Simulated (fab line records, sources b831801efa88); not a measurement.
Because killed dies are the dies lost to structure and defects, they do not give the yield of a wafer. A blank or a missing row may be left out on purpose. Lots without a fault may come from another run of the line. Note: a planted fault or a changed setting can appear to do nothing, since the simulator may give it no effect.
fab line records ; flow sky130
record lots=11; wafers=33; last-day=50
route steps=708 shown SONOS_ONO@182 RES_PROTECT@215 LDD_N@245 LDD_P@265 PAD_OPEN@708
lots that met no fault: taken from a fault-free run of the same line
start-h: start of the lot's first displayed wafer, in hours after the record's first day ; wait-h: how many hours have passed since the lot's step before this one ; " same as the row above ; L1.1+2: several wafers, shown together as one row ; - no value present, or no start provided ; * or withheld: withheld ; < > ~ a bound
route shown NAME@n: a module of which the file shows steps, and the number in the route of the first ; usual: mean/standard deviation taken from wafers without a fault ; same: alike in all rows ; chamber/n: place in a boat ; sites: the reading at each site ; _std_site: the standard deviation of these ; _edge_site: inner sites' mean taken away from outer sites' mean ; radius-mm: for every site, how far away it sits from the centre of the wafer ; mask NAME#n: copy n ; behind: tool/chamber where the wafer was last shaped ; hold: the reason the lot was held/the length of the hold in hours/how it ended ; device: the transistor (n, p or np) that didn't switch ; end of line: the same wafers' tests at the end of the route ; where a step has no rows: the recipe by itself ; killed: not the wafer's yield, but the dies lost to structure and defects at the first sort ; map: a wafer's dies, x killed, . not, _ none there
set.NAME: the setting that was run; set.NAME@STEP: the one run at that earlier step ; model.NAME: the simulator's own value behind a step, which no gauge read
a sample of lots followed through the steps of the route, with each step as a table and each wafer as a row
services: a tool's chamber out of use, with start hour (start-h, from the record's first day; less than 0 if before it), hours out, and reason
## steps
# step SKY_SONOS_ONO_OVL_MEAS_14
# usual SONOS_ONO_OVL=-0.6/1.6
lot.wafer;tool;chamber;start-h;wait-h;SONOS_ONO_OVL[nm]
L581.2;overlay-02;-;289.08;0.1;-1.0
L581.5;overlay-02;-;289.08;0.1;-1.5
L581.6;overlay-02;-;289.08;0.1;-0.5
L582.2;overlay-02;-;299.28;0.1;-1.5
L582.3;overlay-02;-;299.28;0.1;-0.8
L582.4;overlay-02;-;299.28;0.1;0.0
L583.3;overlay-02;-;303.60;0.1;-1.6
L583.5;overlay-02;-;303.60;0.1;-1.8
L583.6;overlay-02;-;303.60;0.1;-1.5
L590.1;overlay-01;-;361.42;0.1;1.0
L590.2;overlay-01;-;361.42;0.1;0.3
L590.3;overlay-01;-;361.42;0.1;1.2
L591.3;overlay-02;-;371.23;0.1;-3.4
L591.5;overlay-02;-;371.23;0.1;-2.7
L591.6;overlay-02;-;371.23;0.1;-5.2
L598.1;overlay-01;-;433.53;0.1;-1.1
L598.3;overlay-01;-;433.53;0.1;-0.6
L598.5;overlay-01;-;433.53;0.1;-2.1
L599.3;overlay-01;-;437.20;0.1;1.4
L599.4;overlay-01;-;437.20;0.1;0.5
L599.6;overlay-01;-;437.20;0.1;0.0
L600.1;overlay-02;-;451.57;0.1;-0.7
L600.2;overlay-02;-;451.57;0.1;0.2
L600.6;overlay-02;-;451.57;0.1;-1.7
L601.2;overlay-02;-;460.53;0.1;0.7
L601.4;overlay-02;-;460.53;0.1;-0.3
L601.6;overlay-02;-;460.53;0.1;0.1
L602.1;overlay-01;-;468.93;0.1;-0.4
L602.4;overlay-01;-;468.93;0.1;-0.8
L602.6;overlay-01;-;468.93;0.1;-1.6
L603.1;overlay-01;-;475.48;0.1;-0.3
L603.2;overlay-01;-;475.48;0.1;-1.4
L603.6;overlay-01;-;475.48;0.1;1.8
# step SKY_RES_PROTECT_TW_MEAS_08
# usual POLY_GATE_TW=4053/36
lot.wafer;tool;chamber;start-h;wait-h;POLY_GATE_TW
L581.2;film-metro-02;-;346.48;0.1;4027
L581.5;film-metro-02;-;346.48;0.1;4018
L581.6;film-metro-02;-;346.48;0.1;4050
L582.2;film-metro-01;-;359.23;0.1;4004
L582.3;film-metro-01;-;359.23;0.1;4011
L582.4;film-metro-01;-;359.23;0.1;4011
L583.3;film-metro-02;-;363.37;0.1;3999
L583.5;film-metro-02;-;363.37;0.1;4025
L583.6;film-metro-02;-;363.37;0.1;4018
L590.1;film-metro-02;-;427.52;0.1;4030
L590.2;film-metro-02;-;427.52;0.1;4009
L590.3;film-metro-02;-;427.52;0.1;4028
L591.3;film-metro-01;-;438.22;0.1;4082
L591.5;film-metro-01;-;438.22;0.1;4094
L591.6;film-metro-01;-;438.22;0.1;4087
L598.1;film-metro-04;-;502.20;0.1;4048
L598.3;film-metro-04;-;502.20;0.1;4062
L598.5;film-metro-04;-;502.20;0.1;4045
L599.3;film-metro-02;-;506.03;0.1;4006
L599.4;film-metro-02;-;506.03;0.1;4002
L599.6;film-metro-02;-;506.03;0.1;3989
L600.1;film-metro-01;-;517.60;0.1;4064
L600.2;film-metro-01;-;517.60;0.1;4051
L600.6;film-metro-01;-;517.60;0.1;4059
L601.2;film-metro-01;-;526.72;0.1;4059
L601.4;film-metro-01;-;526.72;0.1;4076
L601.6;film-metro-01;-;526.72;0.1;4055
L602.1;film-metro-04;-;535.52;0.1;4057
L602.4;film-metro-04;-;535.52;0.1;4064
L602.6;film-metro-04;-;535.52;0.1;4059
L603.1;film-metro-01;-;542.00;0.1;4113
L603.2;film-metro-01;-;542.00;0.1;4115
L603.6;film-metro-01;-;542.00;0.1;4117
# step SKY_LDD_N_IMPLANT_08
# recipe species=As; energy-kev=20; dose-cm2=7.5e+13; tilt-deg=withheld; rotation-deg=23
# usual beam-on-s=10.01/0.19; dose-ions-cm2=7.501e+13/8.3e+10; faraday-current-uA=422/8
# same implant-ion-amu=75
lot.wafer;tool;chamber;start-h;wait-h;beam-on-s;dose-ions-cm2;faraday-current-uA
L581.2;implanter-03;0;408.46;0.0;10.21;7.497e+13;414
L581.5;implanter-03;0;408.46;0.0;10.18;7.506e+13;416
L581.6;implanter-03;0;408.46;0.0;10.11;7.502e+13;419
L582.2;implanter-03;0;424.96;0.0;9.89;7.498e+13;429
L582.3;implanter-03;0;424.96;0.0;10.08;7.507e+13;419
L582.4;implanter-03;0;424.96;0.0;10.03;7.494e+13;420
L583.3;implanter-03;0;428.99;0.1;10.16;7.494e+13;417
L583.5;implanter-03;0;428.99;0.1;9.84;7.499e+13;428
L583.6;implanter-03;0;428.99;0.1;10.01;7.509e+13;423
L590.1;implanter-04;0;493.55;0.0;71.16;8.0215e+14;633
L590.2;implanter-04;0;493.55;0.0;73.76;8.0214e+14;616
L590.3;implanter-04;0;493.55;0.0;73.83;8.0208e+14;611
L591.3;implanter-04;0;503.90;0.1;72.56;8.0222e+14;628
L591.5;implanter-04;0;503.90;0.1;73.00;8.0227e+14;621
L591.6;implanter-04;0;503.90;0.1;73.38;8.0219e+14;616
L598.1;implanter-03;0;567.20;0.0;9.84;7.515e+13;428
L598.3;implanter-03;0;567.20;0.0;10.14;7.504e+13;417
L598.5;implanter-03;0;567.20;0.0;10.00;7.502e+13;421
L599.3;implanter-03;0;570.40;0.1;10.40;7.51e+13;407
L599.4;implanter-03;0;570.40;0.1;10.02;7.516e+13;422
L599.6;implanter-03;0;570.40;0.1;10.03;7.503e+13;422
L600.1;implanter-04;0;580.44;0.0;9.98;7.497e+13;421
L600.2;implanter-04;0;580.44;0.0;10.17;7.503e+13;416
L600.6;implanter-04;0;580.44;0.0;10.28;7.498e+13;410
L601.2;implanter-04;0;589.47;0.0;9.97;7.493e+13;424
L601.4;implanter-04;0;589.47;0.0;9.49;7.505e+13;443
L601.6;implanter-04;0;589.47;0.0;10.42;7.495e+13;406
L602.1;implanter-04;0;601.15;0.0;10.16;7.499e+13;417
L602.4;implanter-04;0;601.15;0.0;9.91;7.497e+13;427
L602.6;implanter-04;0;601.15;0.0;9.84;7.498e+13;429
L603.1;implanter-01;0;605.74;0.0;9.65;7.503e+13;439
L603.2;implanter-01;0;605.74;0.0;10.05;7.495e+13;423
L603.6;implanter-01;0;605.74;0.0;9.80;7.499e+13;432
# step SKY_LDD_N_STRIP_16
# recipe chemistry=O2/N2; power-w=1400; pressure-mtorr=1500; platen-temp-c=withheld; o2-flow-sccm=3000; n2-flow-sccm=300; overash-fraction=0.5
# usual drypump-motor-current-A=5.7/0.42; oes-product-au=0.406/0.0045; strip-time-to-endpoint-s=4.312/0.015
lot.wafer;tool;chamber;start-h;wait-h;drypump-motor-current-A;oes-product-au;rf-hours-counter-h;strip-time-to-endpoint-s
L581.2;plasma-asher-03;0;409.64;0.1;5.6;0.395;58;4.330
L581.5;plasma-asher-03;0;409.64;0.1;5.6;0.413;-;4.332
L581.6;plasma-asher-03;1;409.64;0.1;6.0;0.405;-;4.333
L582.2;plasma-asher-03;1;426.14;0.1;5.9;0.407;60;4.297
L582.3;plasma-asher-03;0;426.14;0.1;5.6;0.404;-;4.329
L582.4;plasma-asher-03;1;426.14;0.1;5.9;0.402;-;4.318
L583.3;plasma-asher-01;0;430.17;0.1;6.2;0.404;-;4.293
L583.5;plasma-asher-01;0;430.17;0.1;6.2;0.404;-;4.317
L583.6;plasma-asher-01;1;430.17;0.1;5.4;0.409;-;4.297
L590.1;plasma-asher-01;1;494.75;0.1;5.5;0.395;40;5.803
L590.2;plasma-asher-01;0;494.75;0.1;6.3;0.407;40;5.791
L590.3;plasma-asher-01;0;494.75;0.1;6.3;0.411;-;5.793
L591.3;plasma-asher-01;1;505.09;0.1;5.4;0.394;-;5.793
L591.5;plasma-asher-01;1;505.09;0.1;5.4;0.402;-;5.808
L591.6;plasma-asher-01;0;505.09;0.1;6.2;0.405;-;5.788
L598.1;plasma-asher-01;0;568.40;0.1;6.2;0.400;48;4.335
L598.3;plasma-asher-01;1;568.40;0.1;5.4;0.399;-;4.311
L598.5;plasma-asher-01;1;568.40;0.1;5.4;0.404;-;4.311
L599.3;plasma-asher-02;0;571.58;0.1;5.8;0.400;-;4.329
L599.4;plasma-asher-02;1;571.58;0.1;4.9;0.405;-;4.304
L599.6;plasma-asher-02;0;571.58;0.1;5.8;0.406;-;4.322
L600.1;plasma-asher-03;0;581.64;0.1;5.6;0.415;74;4.324
L600.2;plasma-asher-03;1;581.64;0.1;6.0;0.406;74;4.326
L600.6;plasma-asher-03;0;581.64;0.1;5.6;0.408;-;4.340
L601.2;plasma-asher-03;0;590.65;0.1;5.6;0.406;75;4.306
L601.4;plasma-asher-03;0;590.65;0.1;5.6;0.422;-;4.308
L601.6;plasma-asher-03;0;590.65;0.1;5.6;0.407;-;4.290
L602.1;plasma-asher-01;1;602.35;0.1;5.4;0.412;51;4.313
L602.4;plasma-asher-01;0;602.35;0.1;6.3;0.408;-;4.323
L602.6;plasma-asher-01;1;602.35;0.1;5.4;0.404;-;4.318
L603.1;plasma-asher-02;1;606.94;0.1;4.9;0.403;18;4.315
L603.2;plasma-asher-02;0;606.94;0.1;5.8;0.408;18;4.316
L603.6;plasma-asher-02;0;606.94;0.1;5.8;0.412;-;4.331
# step SKY_LDD_N_TW_MEAS_17
# usual LDD_N_TW=2587/17
lot.wafer;tool;chamber;start-h;wait-h;LDD_N_TW
L581.2;film-metro-04;-;409.75;0.1;2608
L581.5;film-metro-04;-;409.75;0.1;2597
L581.6;film-metro-04;-;409.75;0.1;2596
L582.2;film-metro-04;-;426.25;0.1;2605
L582.3;film-metro-04;-;426.25;0.1;2599
L582.4;film-metro-04;-;426.25;0.1;2613
L583.3;film-metro-03;-;430.26;0.1;2552
L583.5;film-metro-03;-;430.26;0.1;2557
L583.6;film-metro-03;-;430.26;0.1;2550
L590.1;film-metro-02;-;494.85;0.1;3026
L590.2;film-metro-02;-;494.85;0.1;3036
L590.3;film-metro-02;-;494.85;0.1;3023
L591.3;film-metro-04;-;505.17;0.1;3025
L591.5;film-metro-04;-;505.17;0.1;3041
L591.6;film-metro-04;-;505.17;0.1;3022
L598.1;film-metro-03;-;568.50;0.1;2579
L598.3;film-metro-03;-;568.50;0.1;2569
L598.5;film-metro-03;-;568.50;0.1;2578
L599.3;film-metro-04;-;571.67;0.1;2597
L599.4;film-metro-04;-;571.67;0.1;2610
L599.6;film-metro-04;-;571.67;0.1;2598
L600.1;film-metro-04;-;581.74;0.1;2567
L600.2;film-metro-04;-;581.74;0.1;2585
L600.6;film-metro-04;-;581.74;0.1;2583
L601.2;film-metro-04;-;590.76;0.1;2582
L601.4;film-metro-04;-;590.76;0.1;2591
L601.6;film-metro-04;-;590.76;0.1;2574
L602.1;film-metro-04;-;602.45;0.1;2584
L602.4;film-metro-04;-;602.45;0.1;2592
L602.6;film-metro-04;-;602.45;0.1;2580
L603.1;film-metro-04;-;607.04;0.1;2600
L603.2;film-metro-04;-;607.04;0.1;2589
L603.6;film-metro-04;-;607.04;0.1;2590
# step SKY_LDD_P_STRIP_10
# recipe chemistry=O2/N2; power-w=1400; pressure-mtorr=1500; platen-temp-c=withheld; o2-flow-sccm=3000; n2-flow-sccm=300; overash-fraction=0.5
# usual drypump-motor-current-A=5.7/0.43; oes-product-au=0.716/0.0047; strip-time-to-endpoint-s=14.17/0.043
lot.wafer;tool;chamber;start-h;wait-h;drypump-motor-current-A;oes-product-au;rf-hours-counter-h;strip-time-to-endpoint-s
L581.2;plasma-asher-04;1;440.37;0.1;6.0;0.718;67;14.22
L581.5;plasma-asher-04;1;440.37;0.1;6.0;0.710;-;14.24
L581.6;plasma-asher-04;0;440.37;0.1;6.1;0.720;-;14.25
L582.2;plasma-asher-02;1;457.37;0.1;4.9;0.722;3;14.13
L582.3;plasma-asher-02;1;457.37;0.1;4.9;0.726;-;14.10
L582.4;plasma-asher-02;0;457.37;0.1;5.9;0.719;-;14.15
L583.3;plasma-asher-03;1;461.80;0.1;5.9;0.712;-;14.27
L583.5;plasma-asher-03;1;461.80;0.1;6.0;0.715;-;14.24
L583.6;plasma-asher-03;0;461.80;0.1;5.6;0.711;-;14.27
L590.1;plasma-asher-02;0;525.02;0.1;5.9;0.713;10;14.24
L590.2;plasma-asher-02;1;525.02;0.1;4.9;0.725;10;14.21
L590.3;plasma-asher-02;1;525.02;0.1;4.9;0.715;-;14.22
L591.3;plasma-asher-02;0;536.00;0.1;5.9;0.713;-;14.18
L591.5;plasma-asher-02;1;536.00;0.1;4.9;0.721;-;14.19
L591.6;plasma-asher-02;0;536.00;0.1;5.8;0.717;-;14.18
L598.1;plasma-asher-04;0;598.67;0.1;6.1;0.713;82;14.16
L598.3;plasma-asher-04;1;598.67;0.1;6.0;0.715;-;14.13
L598.5;plasma-asher-04;1;598.67;0.1;6.0;0.724;-;14.14
L599.3;plasma-asher-03;0;601.76;0.1;5.6;0.721;-;14.13
L599.4;plasma-asher-03;1;601.76;0.1;6.0;0.713;-;14.12
L599.6;plasma-asher-03;0;601.76;0.1;5.6;0.721;-;14.12
L600.1;plasma-asher-03;1;611.82;0.1;6.0;0.707;77;14.11
L600.2;plasma-asher-03;0;611.82;0.1;5.5;0.713;77;14.13
L600.6;plasma-asher-03;0;611.82;0.1;5.5;0.715;-;14.14
L601.2;plasma-asher-04;1;620.02;0.1;6.0;0.721;84;14.11
L601.4;plasma-asher-04;1;620.02;0.1;6.0;0.710;-;14.12
L601.6;plasma-asher-04;1;620.02;0.1;6.0;0.713;-;14.12
L602.1;plasma-asher-02;0;631.27;0.1;5.8;0.717;21;14.22
L602.4;plasma-asher-02;0;631.27;0.1;5.9;0.716;-;14.19
L602.6;plasma-asher-02;1;631.27;0.1;4.9;0.717;-;14.22
L603.1;plasma-asher-04;0;636.32;0.1;6.1;0.725;85;14.16
L603.2;plasma-asher-04;1;636.32;0.1;6.0;0.720;85;14.16
L603.6;plasma-asher-04;1;636.32;0.1;6.0;0.713;-;14.15
# step SKY_PAD_OPEN_PROBE_99
# usual killed_at_M0_to_M3=43/5.9; killed_at_M4_up=2.9/1.5; killed-at-contacts=24/5; killed-at-front-end=15/4.8; killed-at-other=0.2/0.5; killed-dies=86/9.3; killed-open=47/7.1; killed-short=38/6.3
# same gross-dies=492; killed-at-back-side=0
lot.wafer;tool;chamber;start-h;wait-h;killed_at_M0_to_M3;killed_at_M4_up;killed-at-contacts;killed-at-front-end;killed-at-other;killed-dies;killed-open;killed-short
L582.2;prober-01;-;1098.08;0.1;37;0;23;19;1;80;44;36
L582.3;prober-01;-;1098.13;0.2;46;1;27;16;0;90;57;33
L582.4;prober-01;-;1098.18;0.2;48;4;17;22;0;91;49;42
L583.3;prober-02;-;1098.78;0.2;52;4;24;12;1;93;49;44
L583.5;prober-02;-;1098.88;0.2;41;1;28;16;0;86;39;47
L583.6;prober-02;-;1098.93;0.2;53;2;27;9;0;91;47;44
L590.1;prober-01;-;1141.64;0.1;47;6;18;13;0;84;45;39
L590.2;prober-01;-;1141.69;0.1;46;3;22;21;0;92;58;34
L590.3;prober-01;-;1141.74;0.2;44;2;29;7;0;82;48;34
L591.3;prober-02;-;1152.77;0.2;43;2;14;13;0;72;35;37
L591.5;prober-02;-;1152.87;0.2;43;3;24;19;0;89;56;33
L591.6;prober-02;-;1152.92;0.2;50;5;11;21;0;87;47;40
L599.3;prober-01;-;1193.62;0.2;31;3;18;19;0;71;44;27
L599.4;prober-01;-;1193.67;0.2;43;4;23;11;0;81;41;40
L599.6;prober-01;-;1193.77;0.2;66;3;29;16;0;114;55;59
L600.1;prober-02;-;1194.82;0.1;43;4;29;13;0;89;61;28
L600.2;prober-02;-;1194.87;0.1;41;1;22;13;0;77;37;40
L600.6;prober-02;-;1195.07;0.2;35;2;28;11;0;76;48;28
L601.2;prober-01;-;1197.51;0.1;42;1;18;17;0;78;46;32
L601.4;prober-01;-;1197.61;0.2;39;3;12;16;0;70;37;33
L601.6;prober-01;-;1197.71;0.2;46;5;23;13;0;87;40;47
# killed by level:class
L582.2 CONTACT:geometric-particle:open=9 LI_CONTACT:geometric-particle:open=7 VIA1:geometric-particle:open=6 VIA2:geometric-particle:open=6 POLY_GATE:geometric-particle:short=5 VIA3:geometric-particle:open=5 FIELD_ISO:geometric-particle:short=4 VIA1:geometric-particle:short=4
L582.3 CONTACT:geometric-particle:open=11 LI_CONTACT:geometric-particle:open=8 VIA1:geometric-particle:open=8 VIA2:geometric-particle:open=8 FIELD_ISO:geometric-particle:short=5 POLY_GATE:geometric-particle:open=5 VIA3:geometric-particle:open=5 CONTACT:geometric-particle:short=4
L582.4 VIA1:geometric-particle:open=10 VIA3:geometric-particle:open=10 CONTACT:geometric-particle:open=9 VIA3:geometric-particle:short=8 FIELD_ISO:geometric-particle:short=7 METAL1:geometric-particle:short=6 FIELD_ISO:geometric-particle:open=5 LI_CONTACT:geometric-particle:open=5
L583.3 VIA1:geometric-particle:open=14 VIA3:geometric-particle:open=8 VIA2:geometric-particle:open=7 LI_CONTACT:geometric-particle:open=6 METAL3:geometric-particle:short=6 CONTACT:geometric-particle:open=6 LI_CONTACT:geometric-particle:short=5 VIA1:geometric-particle:short=5
L583.5 CONTACT:geometric-particle:open=12 VIA1:geometric-particle:short=8 METAL2:geometric-particle:short=7 VIA1:geometric-particle:open=7 LI_CONTACT:geometric-particle:open=6 FIELD_ISO:geometric-particle:short=5 CONTACT:geometric-particle:short=5 METAL1:geometric-particle:open=5
L583.6 CONTACT:geometric-particle:open=13 METAL2:geometric-particle:short=8 METAL1:geometric-particle:short=8 LI_CONTACT:geometric-particle:open=7 VIA1:geometric-particle:open=7 VIA1:geometric-particle:short=7 VIA3:geometric-particle:open=7 VIA3:geometric-particle:short=6
L590.1 VIA1:geometric-particle:open=10 VIA2:geometric-particle:open=8 METAL1:geometric-particle:short=8 LI_CONTACT:geometric-particle:open=7 LOCAL_INTERCONNECT:geometric-particle:short=6 METAL2:geometric-particle:short=6 CONTACT:geometric-particle:open=4 VIA3:geometric-particle:open=4
L590.2 VIA1:geometric-particle:open=12 LI_CONTACT:geometric-particle:open=8 METAL1:geometric-particle:short=8 CONTACT:geometric-particle:open=7 VIA2:geometric-particle:open=7 VIA3:geometric-particle:open=6 METAL3:geometric-particle:short=6 FIELD_ISO:geometric-particle:short=5
L590.3 VIA3:geometric-particle:open=12 CONTACT:geometric-particle:open=10 VIA1:geometric-particle:open=10 CONTACT:geometric-particle:short=6 LOCAL_INTERCONNECT:geometric-particle:short=5 VIA2:geometric-particle:open=5 VIA1:geometric-particle:short=5 METAL1:geometric-particle:short=4
L591.3 VIA1:geometric-particle:open=10 LI_CONTACT:geometric-particle:open=6 VIA2:geometric-particle:open=6 METAL2:geometric-particle:short=6 VIA2:geometric-particle:short=5 METAL1:geometric-particle:short=5 VIA1:geometric-particle:short=5 FIELD_ISO:geometric-particle:short=3
L591.5 VIA1:geometric-particle:open=15 LI_CONTACT:geometric-particle:open=8 CONTACT:geometric-particle:open=8 VIA1:geometric-particle:short=6 VIA3:geometric-particle:open=6 LOCAL_INTERCONNECT:geometric-particle:open=4 FIELD_ISO:geometric-particle:open=4 POLY_GATE:geometric-particle:open=4
L591.6 VIA1:geometric-particle:open=14 METAL1:geometric-particle:short=8 VIA2:geometric-particle:open=7 FIELD_ISO:geometric-particle:open=5 POLY_GATE:geometric-particle:short=5 METAL2:geometric-particle:short=5 VIA2:geometric-particle:short=5 POLY_GATE:geometric-particle:open=4
L599.3 LI_CONTACT:geometric-particle:open=9 VIA3:geometric-particle:open=9 POLY_GATE:geometric-particle:open=5 VIA1:geometric-particle:open=5 FIELD_ISO:geometric-particle:open=4 POLY_GATE:geometric-particle:short=3 LI_CONTACT:geometric-particle:short=3 CONTACT:geometric-particle:open=3
L599.4 CONTACT:geometric-particle:open=10 VIA1:geometric-particle:open=7 VIA2:geometric-particle:open=6 VIA2:geometric-particle:short=6 LI_CONTACT:geometric-particle:short=5 VIA3:geometric-particle:open=5 POLY_GATE:geometric-particle:short=4 CONTACT:geometric-particle:short=4
L599.6 METAL2:geometric-particle:short=13 VIA2:geometric-particle:open=10 CONTACT:geometric-particle:open=10 VIA1:geometric-particle:open=10 FIELD_ISO:geometric-particle:short=9 VIA3:geometric-particle:open=7 CONTACT:geometric-particle:short=6 METAL1:geometric-particle:short=5
L600.1 VIA1:geometric-particle:open=14 CONTACT:geometric-particle:open=12 LI_CONTACT:geometric-particle:open=8 CONTACT:geometric-particle:short=8 VIA2:geometric-particle:open=8 FIELD_ISO:geometric-particle:open=4 METAL2:geometric-particle:short=4 METAL3:geometric-particle:open=4
L600.2 METAL2:geometric-particle:short=9 VIA1:geometric-particle:open=8 METAL1:geometric-particle:short=6 LI_CONTACT:geometric-particle:open=5 LOCAL_INTERCONNECT:geometric-particle:short=5 CONTACT:geometric-particle:open=5 VIA2:geometric-particle:open=5 CONTACT:geometric-particle:short=4
L600.6 CONTACT:geometric-particle:open=20 VIA1:geometric-particle:open=8 METAL1:geometric-particle:short=5 VIA2:geometric-particle:open=5 VIA3:geometric-particle:open=5 VIA2:geometric-particle:short=4 POLY_GATE:geometric-particle:short=3 LI_CONTACT:geometric-particle:open=3
L601.2 VIA2:geometric-particle:open=9 LI_CONTACT:geometric-particle:open=7 VIA1:geometric-particle:open=6 POLY_GATE:geometric-particle:open=6 CONTACT:geometric-particle:open=6 METAL2:geometric-particle:short=6 VIA3:geometric-particle:open=5 FIELD_ISO:geometric-particle:short=4
L601.4 VIA2:geometric-particle:open=6 FIELD_ISO:geometric-particle:open=5 POLY_GATE:geometric-particle:short=5 VIA3:geometric-particle:short=5 CONTACT:geometric-particle:open=5 METAL2:geometric-particle:short=5 LI_CONTACT:geometric-particle:open=4 VIA1:geometric-particle:open=4
L601.6 VIA1:geometric-particle:open=8 METAL2:geometric-particle:short=7 CONTACT:geometric-particle:short=6 METAL1:geometric-particle:short=6 VIA2:geometric-particle:open=6 FIELD_ISO:geometric-particle:open=5 CONTACT:geometric-particle:open=5 METAL2:geometric-particle:open=4
## services
tool;chamber;start-h;hours;kind
plasma-asher-04;-;398.06;14.6;pm
implanter-01;-;409.23;4.8;pm
plasma-asher-02;-;421.25;9.0;pm
plasma-asher-02;0;421.25;9.0;vent-cycle
plasma-asher-02;1;421.25;9.0;vent-cycle
plasma-asher-02;0;430.25;-;clean
plasma-asher-02;1;430.25;-;clean
plasma-asher-04;-;443.68;1.4;repair
plasma-asher-04;-;482.46;13.5;repair
implanter-04;-;482.68;3.2;repair
implanter-01;-;499.36;3.4;pm
implanter-03;-;501.55;3.1;pm
implanter-01;-;502.86;2.2;repair
implanter-04;-;535.16;2.0;repair
implanter-03;-;541.23;1.7;pm
plasma-asher-03;-;555.24;14.6;pm
implanter-04;-;566.28;3.4;pm
implanter-04;-;571.49;0.9;repair
implanter-03;-;575.55;3.4;repair
implanter-03;-;586.59;7.9;repair
implanter-03;-;634.10;45.8;pm
## key
first-sign step=SKY_LDD_N_IMPLANT_08; reading=dose-ions-cm2; direction=up; sigmas=99+; usual=*; struck=*
effect step=SKY_LDD_N_IMPLANT_08; reading=beam-on-s; direction=up; sigmas=99+; usual=10.01; struck=72.95
effect step=SKY_LDD_N_STRIP_16; reading=strip-time-to-endpoint-s; direction=up; sigmas=99+; usual=*; struck=*
effect step=SKY_LDD_N_TW_MEAS_17; reading=LDD_N_TW; direction=up; sigmas=26; usual=2587; struck=3029
met-at SKY_LDD_N_IMPLANT_08
struck-lots L590,L591
tester-left-out L590,L591
not-acting-at SKY_SONOS_ONO_OVL_MEAS_14,SKY_RES_PROTECT_TW_MEAS_08,SKY_LDD_P_STRIP_10
fault kind=process-parameter-drift; tool=implanter-04; chamber=-; onset-h=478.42; steps=SKY_LDD_N_IMPLANT_08; channel=dose-cm2; offset=*; shape=step; end-h=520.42; acts-in=*; stated=*
# tester-left-out: of these lots the tester's yield and bins aren't shown, on N5 and GAA mostly nor the transistor test; their killed dies are dies lost to structure and defects alone, not to doping, threshold or leakage, so they don't give the yield
